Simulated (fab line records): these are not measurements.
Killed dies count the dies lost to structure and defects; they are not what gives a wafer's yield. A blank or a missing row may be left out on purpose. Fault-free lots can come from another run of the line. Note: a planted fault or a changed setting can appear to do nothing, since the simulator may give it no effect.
fab line records	flow gf180mcu
[record] lots = 24	wafers = 72	last-day = 34
route steps=602 shown M4@458 V4@478 V5@554
lots untouched by any fault: they come from a run of this same line in which no faults occurred
start-h: start of the lot's first displayed wafer, in hours after the record's first day	wait-h: hours from the lot's prior step to this one	" identical to the entry in the row above	L1.1+2: several wafers, shown together as one row	- no value present, or no start provided	* or withheld: withheld	< > ~ a bound
route shown NAME@n: a module of which the file shows steps, and the number in the route of the first	usual: mean/standard deviation of fault-free wafers	same: alike in all rows	chamber/n: place in a boat	sites: per-site readings	_std_site: the standard deviation of these	_edge_site: mean of outer sites minus mean of inner sites	radius-mm: how far each site lies from the wafer's centre	mask NAME#n: copy n	behind: the last tool/chamber to shape the wafer	hold: the reason the lot was held/the length of the hold in hours/how it ended	device: the n, p or np transistor that did not switch	end of line: the route-end tests of the same wafers	where a step has no rows: the recipe by itself	killed: dies that structure and defects cost at the first sort, which is not the same as the wafer's yield	map: a wafer's dies, marking killed ones x, the rest . and places with no die _
set.NAME: setting as actually run; set.NAME@STEP: the setting as run at that earlier step	model.NAME: the simulator's own value behind a step, which no gauge read
steps of the route over a sample of lots; a table a step, a row a wafer
services: the hour from which a tool's chamber was out of use, counted from the record's first day as start-h (under 0 if before that day), plus the number of hours and why
[[steps]]
[step GF_M4_SPUTTER_02]
[recipe] material = AlCu	target-thk-nm = 450	power-w = 10600	time-s = 23.9	chamber-pressure-pa = 0.4
[usual] throttle-valve-pct = 29.8/0.9
lot.wafer	tool	chamber	start-h	wait-h	throttle-valve-pct
L074.1	pvd-sputter-04	-	511.53	0.0	29.8
L074.4	"	-	"	"	29.1
L074.5	"	-	"	"	29.8
L075.3	pvd-sputter-01	-	524.92	0.0	30.3
L075.5	"	-	"	"	29.8
L075.6	"	-	"	"	28.2
L076.2	pvd-sputter-01	-	527.25	0.0	28.3
L076.4	"	-	"	"	29.0
L076.5	"	-	"	"	29.8
L077.1	pvd-sputter-04	-	543.74	0.0	29.9
L077.2	"	-	"	"	30.2
L077.4	"	-	"	"	28.7
L078.1	pvd-sputter-03	-	556.37	0.0	30.9
L078.2	"	-	"	"	29.6
L078.4	"	-	"	"	30.0
L079.1	pvd-sputter-01	-	558.09	0.0	29.0
L079.2	"	-	"	"	30.1
L079.4	"	-	"	"	28.2
L080.2	pvd-sputter-03	-	576.33	0.0	29.9
L080.5	"	-	"	"	29.8
L080.6	"	-	"	"	30.7
L081.1	pvd-sputter-01	-	576.63	0.0	30.2
L081.4	"	-	"	"	28.9
L081.6	"	-	"	"	29.1
L082.1	pvd-sputter-01	-	583.34	0.0	28.0
L082.4	"	-	"	"	29.2
L082.5	"	-	"	"	30.2
L083.1	pvd-sputter-04	-	593.30	0.0	29.0
L083.2	"	-	"	"	29.1
L083.4	"	-	"	"	30.3
L084.1	pvd-sputter-04	-	604.09	0.0	29.9
L084.4	"	-	"	"	29.7
L084.6	"	-	"	"	29.0
L085.2	pvd-sputter-03	-	607.82	0.0	30.4
L085.3	"	-	"	"	29.9
L085.4	"	-	"	"	31.6
L086.4	pvd-sputter-01	-	617.44	0.0	30.1
L086.5	"	-	"	"	30.4
L086.6	"	-	"	"	29.3
L087.1	pvd-sputter-03	-	621.19	0.0	30.1
L087.2	"	-	"	"	29.8
L087.3	"	-	"	"	31.9
L088.1	pvd-sputter-04	-	632.20	0.0	28.7
L088.2	"	-	"	"	29.2
L088.4	"	-	"	"	30.0
L089.3	pvd-sputter-04	-	642.64	0.0	30.2
L089.5	"	-	"	"	30.2
L089.6	"	-	"	"	28.9
L090.2	pvd-sputter-03	-	653.24	0.0	29.7
L090.4	"	-	"	"	30.6
L090.5	"	-	"	"	30.3
L091.1	pvd-sputter-01	-	654.11	0.0	28.2
L091.4	"	-	"	"	30.2
L091.6	"	-	"	"	29.1
L092.2	pvd-sputter-04	-	658.16	0.0	30.0
L092.4	"	-	"	"	28.8
L092.5	"	-	"	"	30.0
L093.1	pvd-sputter-03	-	669.34	0.0	31.0
L093.2	"	-	"	"	29.5
L093.5	"	-	"	"	30.2
L094.1	pvd-sputter-01	-	675.69	0.0	30.3
L094.4	"	-	"	"	28.4
L094.5	"	-	"	"	30.0
L095.1	pvd-sputter-03	-	678.19	0.0	30.8
L095.3	"	-	"	"	30.4
L095.6	"	-	"	"	29.5
L096.1	pvd-sputter-04	-	684.21	0.0	28.8
L096.5	"	-	"	"	29.6
L096.6	"	-	"	"	29.1
L097.2	pvd-sputter-03	-	693.23	0.0	31.7
L097.4	"	-	"	"	31.5
L097.6	"	-	"	"	30.0
[step GF_V4_CVD_02]
[recipe] material = SiO2	target-thk-nm = 850	precursor = TEOS	temp-c = 400	time-s = 94.851	rf-w = 600
[usual] heater-power-w = 675/76	susceptor-temp-C = 399.97/0.23
lot.wafer	tool	chamber	start-h	wait-h	heater-power-w	susceptor-temp-C
L074.1	pecvd-03	1	535.48	0.1	802	399.70
L074.4	"	1	"	"	849	399.64
L074.5	"	0	"	"	667	399.72
L075.3	pecvd-03	0	548.21	0.0	614	399.63
L075.5	"	2	"	"	706	399.85
L075.6	"	1	"	"	703	399.73
L076.2	pecvd-04	1	551.21	0.0	568	400.45
L076.4	"	2	"	"	595	400.18
L076.5	"	1	"	"	617	400.00
L077.1	pecvd-04	0	567.29	0.1	622	400.08
L077.2	"	2	"	"	719	399.90
L077.4	"	0	"	"	661	399.99
L078.1	pecvd-01	2	579.00	0.1	657	400.26
L078.2	"	0	"	"	719	400.26
L078.4	"	1	"	"	779	399.98
L079.1	pecvd-03	0	580.55	0.1	670	400.09
L079.2	"	1	"	"	810	399.88
L079.4	"	0	"	"	521	399.93
L080.2	pecvd-03	0	598.23	0.0	590	400.02
L080.5	"	0	"	"	645	399.95
L080.6	"	1	"	"	791	399.97
L081.1	pecvd-01	1	598.54	0.1	689	400.30
L081.4	"	1	"	"	729	400.29
L081.6	"	0	"	"	766	399.77
L082.1	pecvd-04	2	605.65	0.1	600	399.73
L082.4	"	1	"	"	668	399.99
L082.5	"	2	"	"	654	399.88
L083.1	pecvd-03	2	616.04	0.1	707	399.77
L083.2	"	0	"	"	662	400.25
L083.4	"	1	"	"	805	399.77
L084.1	pecvd-04	2	625.19	0.1	644	400.10
L084.4	"	2	"	"	678	400.02
L084.6	"	0	"	"	687	399.89
L085.2	pecvd-03	0	629.38	0.0	665	400.36
L085.3	"	2	"	"	670	399.57
L085.4	"	2	"	"	717	399.93
L086.4	pecvd-04	1	638.92	0.1	526	400.12
L086.5	"	2	"	"	694	399.98
L086.6	"	0	"	"	635	399.72
L087.1	pecvd-01	2	642.66	0.1	668	399.87
L087.2	"	1	"	"	743	400.01
L087.3	"	0	"	"	805	399.82
L088.1	pecvd-01	2	653.15	0.1	600	400.33
L088.2	"	1	"	"	769	400.03
L088.4	"	1	"	"	776	399.53
L089.3	pecvd-04	0	662.97	0.0	675	399.80
L089.5	"	2	"	"	692	399.96
L089.6	"	0	"	"	660	399.98
L090.2	pecvd-03	0	673.46	0.0	569	399.75
L090.4	"	1	"	"	843	400.18
L090.5	"	0	"	"	610	400.23
L091.1	pecvd-04	1	674.03	0.1	643	400.18
L091.4	"	1	"	"	656	400.04
L091.6	"	0	"	"	706	399.73
L092.2	pecvd-01	2	678.68	0.0	622	400.39
L092.4	"	2	"	"	654	400.27
L092.5	"	1	"	"	621	399.71
L093.1	pecvd-03	1	689.21	0.1	717	399.78
L093.2	"	0	"	"	590	399.92
L093.5	"	0	"	"	595	399.95
L094.1	pecvd-04	0	694.40	0.1	636	400.12
L094.4	"	0	"	"	667	400.03
L094.5	"	1	"	"	607	400.28
L095.1	pecvd-03	1	698.52	0.1	702	400.05
L095.3	"	0	"	"	661	399.54
L095.6	"	0	"	"	529	399.79
L096.1	pecvd-01	2	703.58	0.1	597	400.15
L096.5	"	2	"	"	652	400.53
L096.6	"	0	"	"	772	399.89
L097.2	pecvd-01	1	712.42	0.0	759	400.39
L097.4	"	1	"	"	767	399.89
L097.6	"	2	"	"	526	400.07
[step GF_V4_OVL_MEAS_15]
[usual] V4_OVL = 2/6.8
lot.wafer	tool	chamber	start-h	wait-h	V4_OVL[nm]
L074.1	overlay-02	-	558.47	0.1	-6
L074.4	"	-	"	"	2
L074.5	"	-	"	"	-2
L075.3	overlay-01	-	571.20	0.1	4
L075.5	"	-	"	"	-1
L075.6	"	-	"	"	8
L076.2	overlay-02	-	573.74	0.1	-6
L076.4	"	-	"	"	-3
L076.5	"	-	"	"	7
L077.1	overlay-02	-	589.77	0.1	9
L077.2	"	-	"	"	-1
L077.4	"	-	"	"	2
L078.1	overlay-02	-	600.89	0.1	7
L078.2	"	-	"	"	13
L078.4	"	-	"	"	14
L079.1	overlay-02	-	602.09	0.1	-5
L079.2	"	-	"	"	-4
L079.4	"	-	"	"	-7
L080.2	overlay-01	-	619.82	0.1	5
L080.5	"	-	"	"	10
L080.6	"	-	"	"	7
L081.1	overlay-02	-	620.29	0.1	-9
L081.4	"	-	"	"	1
L081.6	"	-	"	"	-8
L082.1	overlay-02	-	626.64	0.1	-5
L082.4	"	-	"	"	6
L082.5	"	-	"	"	1
L083.1	overlay-01	-	637.29	0.1	-3
L083.2	"	-	"	"	13
L083.4	"	-	"	"	3
L084.1	overlay-01	-	645.34	0.1	1
L084.4	"	-	"	"	-4
L084.6	"	-	"	"	-8
L085.2	overlay-02	-	649.87	0.1	7
L085.3	"	-	"	"	0
L085.4	"	-	"	"	8
L086.4	overlay-01	-	658.66	0.1	-2
L086.5	"	-	"	"	-7
L086.6	"	-	"	"	0
L087.1	overlay-01	-	662.89	0.1	-9
L087.2	"	-	"	"	-9
L087.3	"	-	"	"	-8
L088.1	overlay-02	-	672.89	0.1	8
L088.2	"	-	"	"	8
L088.4	"	-	"	"	1
L089.3	overlay-01	-	682.78	0.1	1
L089.5	"	-	"	"	4
L089.6	"	-	"	"	5
L090.2	overlay-02	-	692.54	0.1	11
L090.4	"	-	"	"	14
L090.5	"	-	"	"	-2
L091.1	overlay-01	-	692.66	0.1	-1
L091.4	"	-	"	"	3
L091.6	"	-	"	"	-4
L092.2	overlay-01	-	698.24	0.1	2
L092.4	"	-	"	"	3
L092.5	"	-	"	"	10
L093.1	overlay-02	-	707.84	0.1	9
L093.2	"	-	"	"	7
L093.5	"	-	"	"	8
L094.1	overlay-02	-	712.84	0.1	6
L094.4	"	-	"	"	11
L094.5	"	-	"	"	6
L095.1	overlay-01	-	717.39	0.1	1
L095.3	"	-	"	"	4
L095.6	"	-	"	"	11
L096.1	overlay-01	-	722.31	0.1	0
L096.5	"	-	"	"	6
L096.6	"	-	"	"	1
L097.2	overlay-01	-	730.84	0.1	1
L097.4	"	-	"	"	-4
L097.6	"	-	"	"	0
[step GF_V4_STRIP_18]
[recipe] chemistry = O2/N2	power-w = 1400	pressure-mtorr = 1500	platen-temp-c = 250	o2-flow-sccm = 3000	n2-flow-sccm = 300	overash-fraction = 0.5
[usual] drypump-motor-current-A = 5.9/0.32	heater-power-w = 310/23	oes-product-au = 0.592/0.0046
lot.wafer	tool	chamber	start-h	wait-h	drypump-motor-current-A	heater-power-w	oes-product-au	rf-hours-counter-h
L074.1	plasma-asher-03	0	558.63	-	6.0	317	0.592	89
L074.4	"	1	"	"	6.0	282	0.587	-
L074.5	"	0	"	"	6.0	308	0.590	-
L075.3	plasma-asher-01	0	571.38	-	5.5	323	0.600	-
L075.5	"	0	"	"	5.5	329	0.590	-
L075.6	"	1	"	"	6.3	343	0.580	-
L076.2	plasma-asher-01	1	573.90	-	6.4	336	0.586	82
L076.4	"	1	"	"	6.4	338	0.594	-
L076.5	"	0	"	"	5.5	324	0.594	-
L077.1	plasma-asher-01	0	589.93	-	5.5	325	0.585	84
L077.2	"	1	"	"	6.3	336	0.591	84
L077.4	"	0	"	"	5.5	319	0.592	-
L078.1	plasma-asher-03	0	601.05	-	6.0	307	0.597	93
L078.2	"	1	"	"	6.0	274	0.588	93
L078.4	"	0	"	"	6.0	312	0.592	-
L079.1	plasma-asher-03	1	602.25	-	6.0	275	0.592	94
L079.2	"	0	"	"	6.0	312	0.595	94
L079.4	"	0	"	"	6.0	301	0.599	-
L080.2	plasma-asher-01	0	619.98	-	5.5	323	0.594	88
L080.5	"	0	"	"	5.5	330	0.590	-
L080.6	"	1	"	"	6.3	336	0.589	-
L081.1	plasma-asher-02	1	620.45	-	5.5	292	0.594	20
L081.4	"	0	"	"	6.1	282	0.592	-
L081.6	"	1	"	"	5.5	295	0.591	-
L082.1	plasma-asher-03	0	626.80	-	5.9	308	0.588	96
L082.4	"	0	"	"	6.0	302	0.593	-
L082.5	"	0	"	"	6.0	316	0.596	-
L083.1	plasma-asher-03	0	637.45	-	6.0	309	0.597	97
L083.2	"	1	"	"	6.0	280	0.589	97
L083.4	"	1	"	"	6.0	279	0.594	-
L084.1	plasma-asher-02	1	645.50	-	5.5	297	0.587	23
L084.4	"	0	"	"	6.1	287	0.593	-
L084.6	"	1	"	"	5.5	294	0.597	-
L085.2	plasma-asher-01	1	650.03	-	6.3	340	0.602	91
L085.3	"	1	"	"	6.4	340	0.588	-
L085.4	"	0	"	"	5.5	323	0.589	-
L086.4	plasma-asher-01	1	658.84	-	6.3	339	0.598	-
L086.5	"	0	"	"	5.5	327	0.593	-
L086.6	"	1	"	"	6.3	339	0.590	-
L087.1	plasma-asher-01	0	663.05	-	5.5	333	0.587	92
L087.2	"	1	"	"	6.4	336	0.595	92
L087.3	"	1	"	"	6.3	339	0.594	-
L088.1	plasma-asher-01	0	673.05	-	5.5	318	0.589	93
L088.2	"	1	"	"	6.3	341	0.593	93
L088.4	"	1	"	"	6.3	341	0.596	-
L089.3	plasma-asher-01	1	682.96	-	6.3	339	0.599	-
L089.5	"	1	"	"	6.4	341	0.587	-
L089.6	"	0	"	"	5.5	336	0.590	-
L090.2	plasma-asher-01	1	692.70	-	6.3	340	0.587	96
L090.4	"	0	"	"	5.5	324	0.602	-
L090.5	"	1	"	"	6.3	332	0.590	-
L091.1	plasma-asher-03	0	692.83	-	6.0	312	0.593	103
L091.4	"	0	"	"	5.9	304	0.587	-
L091.6	"	0	"	"	6.0	304	0.594	-
L092.2	plasma-asher-03	0	698.40	-	6.0	308	0.593	103
L092.4	"	0	"	"	6.0	319	0.585	-
L092.5	"	0	"	"	6.0	311	0.585	-
L093.1	plasma-asher-02	1	708.00	-	5.5	296	0.587	28
L093.2	"	0	"	"	6.1	286	0.597	28
L093.5	"	0	"	"	6.1	285	0.585	-
L094.1	plasma-asher-02	1	713.00	-	5.5	297	0.585	29
L094.4	"	0	"	"	6.1	289	0.604	-
L094.5	"	0	"	"	6.1	277	0.597	-
L095.1	plasma-asher-02	0	717.55	-	6.2	282	0.591	29
L095.3	"	0	"	"	6.1	292	0.593	-
L095.6	"	1	"	"	5.5	294	0.596	-
L096.1	plasma-asher-03	0	722.48	-	6.0	321	0.595	106
L096.5	"	0	"	"	6.0	317	0.592	-
L096.6	"	1	"	"	6.0	279	0.589	-
L097.2	plasma-asher-01	0	731.00	-	5.5	318	0.597	100
L097.4	"	1	"	"	6.3	326	0.595	-
L097.6	"	1	"	"	6.3	344	0.596	-
[step GF_V5_CD_MEAS_14]
[recipe] target-cd-nm = 260
[usual] cd-nm = 260.2/1.2
lot.wafer	tool	chamber	start-h	wait-h	cd-nm
L074.1	cd-sem-02	-	624.60	0.1	258.8
L074.4	"	-	"	"	258.5
L074.5	"	-	"	"	259.5
L075.3	cd-sem-02	-	637.86	0.1	261.0
L075.5	"	-	"	"	261.6
L075.6	"	-	"	"	261.0
L076.2	cd-sem-02	-	639.12	0.1	259.9
L076.4	"	-	"	"	259.1
L076.5	"	-	"	"	259.5
L077.1	cd-sem-02	-	654.62	0.1	261.8
L077.2	"	-	"	"	261.6
L077.4	"	-	"	"	261.0
L078.1	cd-sem-01	-	664.17	0.1	259.1
L078.2	"	-	"	"	259.6
L078.4	"	-	"	"	259.0
L079.1	cd-sem-02	-	665.05	0.1	259.2
L079.2	"	-	"	"	259.4
L079.4	"	-	"	"	259.9
L081.1	cd-sem-01	-	681.67	0.1	261.4
L081.4	"	-	"	"	260.6
L081.6	"	-	"	"	261.2
L080.2	cd-sem-02	-	683.31	0.1	257.2
L080.5	"	-	"	"	257.8
L080.6	"	-	"	"	257.5
L082.1	cd-sem-02	-	688.29	0.2	259.9
L082.4	"	-	"	"	260.2
L082.5	"	-	"	"	260.3
L083.1	cd-sem-02	-	698.57	0.1	260.5
L083.2	"	-	"	"	260.5
L083.4	"	-	"	"	261.6
L084.1	cd-sem-02	-	704.65	0.1	260.8
L084.4	"	-	"	"	259.8
L084.6	"	-	"	"	261.1
L085.2	cd-sem-01	-	710.51	0.1	260.4
L085.3	"	-	"	"	260.2
L085.4	"	-	"	"	260.4
L086.4	cd-sem-02	-	717.81	0.1	260.9
L086.5	"	-	"	"	260.0
L086.6	"	-	"	"	260.5
L087.1	cd-sem-01	-	722.22	0.1	262.3
L087.2	"	-	"	"	260.1
L087.3	"	-	"	"	260.6
L088.1	cd-sem-02	-	731.45	0.1	257.5
L088.2	"	-	"	"	258.9
L088.4	"	-	"	"	260.2
L089.3	cd-sem-02	-	740.32	0.2	260.1
L089.5	"	-	"	"	259.5
L089.6	"	-	"	"	260.6
L090.2	cd-sem-01	-	748.96	0.1	259.5
L090.4	"	-	"	"	259.7
L090.5	"	-	"	"	260.8
L091.1	cd-sem-01	-	750.92	0.1	261.3
L091.4	"	-	"	"	260.5
L091.6	"	-	"	"	258.7
L092.2	cd-sem-02	-	753.49	0.1	260.9
L092.4	"	-	"	"	259.9
L092.5	"	-	"	"	260.4
L093.1	cd-sem-02	-	762.52	0.1	259.8
L093.2	"	-	"	"	259.9
L093.5	"	-	"	"	260.0
L094.1	cd-sem-02	-	766.57	0.1	260.4
L094.4	"	-	"	"	260.5
L094.5	"	-	"	"	261.3
L095.1	cd-sem-01	-	771.87	0.1	262.7
L095.3	"	-	"	"	263.6
L095.6	"	-	"	"	264.5
L096.1	cd-sem-02	-	775.92	0.1	259.3
L096.5	"	-	"	"	261.0
L096.6	"	-	"	"	260.2
L097.2	cd-sem-01	-	782.79	0.1	259.4
L097.4	"	-	"	"	258.4
L097.6	"	-	"	"	259.9
[step GF_V5_ETCH_16]
[recipe] chemistry = N2/H2	target-depth-a = withheld	overetch-a = withheld	time-s = withheld	target = BARC	ion-energy-ev = 200	source-w = 500	bias-w = 100	pressure-mtorr = 30	n2-flow-sccm = 100	h2-flow-sccm = 200
[usual] drypump-motor-current-A = 5.7/0.31	oes-product-au = 0.854/0.0048	throttle-valve-pct = 13.225/0.0095
lot.wafer	tool	chamber	start-h	wait-h	drypump-motor-current-A	oes-product-au	throttle-valve-pct
L074.1	rie-diel-02	0	624.75	0.0	6.3	0.849	13.217
L074.4	"	2	"	"	5.8	0.863	13.213
L074.5	"	1	"	"	6.4	0.853	13.233
L075.3	rie-diel-04	2	637.97	0.0	5.4	0.860	13.240
L075.5	"	1	"	"	6.0	0.860	13.224
L075.6	"	0	"	"	5.3	0.848	13.221
L076.2	rie-diel-02	1	639.26	0.0	6.4	0.860	13.221
L076.4	"	0	"	"	6.2	0.846	13.226
L076.5	"	1	"	"	6.4	0.856	13.220
L077.1	rie-diel-04	1	654.77	0.0	6.0	0.860	13.230
L077.2	"	0	"	"	5.3	0.845	13.253
L077.4	"	2	"	"	5.4	0.855	13.228
L078.1	rie-diel-04	2	664.32	0.0	5.4	0.856	13.233
L078.2	"	3	"	"	5.5	0.861	13.235
L078.4	"	0	"	"	5.3	0.858	13.239
L079.1	rie-diel-04	1	665.21	0.0	6.0	0.861	13.228
L079.2	"	3	"	"	5.5	0.843	13.217
L079.4	"	0	"	"	5.3	0.853	13.216
L081.1	rie-diel-04	0	681.82	0.0	5.3	0.852	13.211
L081.4	"	1	"	"	6.0	0.863	13.233
L081.6	"	3	"	"	5.5	0.852	13.228
L080.2	rie-diel-04	2	683.45	0.0	5.4	0.850	13.221
L080.5	"	2	"	"	5.4	0.850	13.229
L080.6	"	3	"	"	5.5	0.857	13.216
L082.1	rie-diel-02	0	688.45	0.0	6.2	0.862	13.229
L082.4	"	1	"	"	6.4	0.856	13.215
L082.5	"	2	"	"	5.8	0.847	13.213
L083.1	rie-diel-01	2	698.72	0.0	6.0	0.860	13.226
L083.2	"	3	"	"	5.5	0.851	13.217
L083.4	"	1	"	"	6.0	0.858	13.228
L084.1	rie-diel-04	2	704.81	0.0	5.4	0.853	13.221
L084.4	"	1	"	"	6.0	0.852	13.228
L084.6	"	0	"	"	5.3	0.853	13.229
L085.2	rie-diel-02	0	710.65	0.0	6.2	0.850	13.209
L085.3	"	3	"	"	5.9	0.846	13.233
L085.4	"	2	"	"	5.8	0.846	13.231
L086.4	rie-diel-01	3	717.91	0.0	5.5	0.858	13.233
L086.5	"	0	"	"	5.6	0.854	13.238
L086.6	"	1	"	"	5.9	0.847	13.222
L087.1	rie-diel-01	1	722.37	0.0	5.9	0.857	13.236
L087.2	"	2	"	"	6.0	0.850	13.221
L087.3	"	0	"	"	5.6	0.845	13.221
L088.1	rie-diel-02	3	731.61	0.0	5.9	0.855	13.234
L088.2	"	2	"	"	5.7	0.853	13.228
L088.4	"	3	"	"	5.9	0.851	13.229
L089.3	rie-diel-04	0	740.44	0.0	5.3	0.859	13.232
L089.5	"	3	"	"	5.5	0.854	13.223
L089.6	"	2	"	"	5.4	0.849	13.237
L090.2	rie-diel-02	2	749.10	0.0	5.8	0.854	13.232
L090.4	"	3	"	"	5.9	0.846	13.209
L090.5	"	2	"	"	5.8	0.845	13.223
L091.1	rie-diel-01	1	751.07	0.0	5.9	0.850	13.226
L091.4	"	3	"	"	5.5	0.851	13.216
L091.6	"	1	"	"	5.9	0.843	13.239
L092.2	rie-diel-04	0	753.62	0.0	5.3	0.855	13.227
L092.4	"	1	"	"	6.0	0.857	13.231
L092.5	"	2	"	"	5.4	0.863	13.223
L093.1	rie-diel-04	3	762.67	0.0	5.5	0.857	13.239
L093.2	"	1	"	"	6.0	0.856	13.232
L093.5	"	0	"	"	5.3	0.847	13.240
L094.1	rie-diel-01	3	766.72	0.0	5.5	0.856	13.216
L094.4	"	0	"	"	5.6	0.853	13.216
L094.5	"	1	"	"	5.9	0.863	13.226
L095.1	rie-diel-04	1	772.02	0.0	6.0	0.860	13.208
L095.3	"	0	"	"	5.3	0.857	13.214
L095.6	"	1	"	"	6.0	0.848	13.221
L096.1	rie-diel-01	0	776.07	0.0	5.6	0.858	13.242
L096.5	"	3	"	"	5.5	0.848	13.220
L096.6	"	2	"	"	5.9	0.852	13.206
L097.2	rie-diel-01	2	782.92	0.0	5.9	0.857	13.210
L097.4	"	1	"	"	5.9	0.858	13.220
L097.6	"	3	"	"	5.5	0.853	13.235
[[services]]
tool	chamber	start-h	hours	kind
pecvd-03	-	516.22	3.7	repair
rie-diel-04	0	546.44	2.9	repair
pecvd-04	-	556.63	1.8	repair
pvd-sputter-01	-	569.74	3.5	repair
pecvd-03	2	579.43	15.7	repair
pecvd-04	-	591.12	14.0	pm
pecvd-03	-	600.56	1.5	repair
pvd-sputter-03	-	608.51	2.6	repair
plasma-asher-01	-	621.51	2.8	pm
pecvd-03	1	634.39	15.0	repair
pvd-sputter-03	-	648.55	2.0	repair
pecvd-03	-	650.90	3.4	repair
plasma-asher-03	-	663.40	12.2	repair
pecvd-04	-	670.86	2.8	pm
pvd-sputter-01	-	682.62	8.0	repair
pvd-sputter-03	-	695.63	1.8	repair
pvd-sputter-03	-	703.59	0.7	repair
pvd-sputter-03	-	706.05	1.3	repair
plasma-asher-01	-	707.49	1.2	repair
pecvd-03	2	718.67	41.4	repair
plasma-asher-03	-	733.75	9.0	pm
pvd-sputter-03	-	749.01	15.2	repair
pecvd-03	-	752.64	28.1	pm
pvd-sputter-03	-	774.35	1.2	repair
[[key]]
fault none
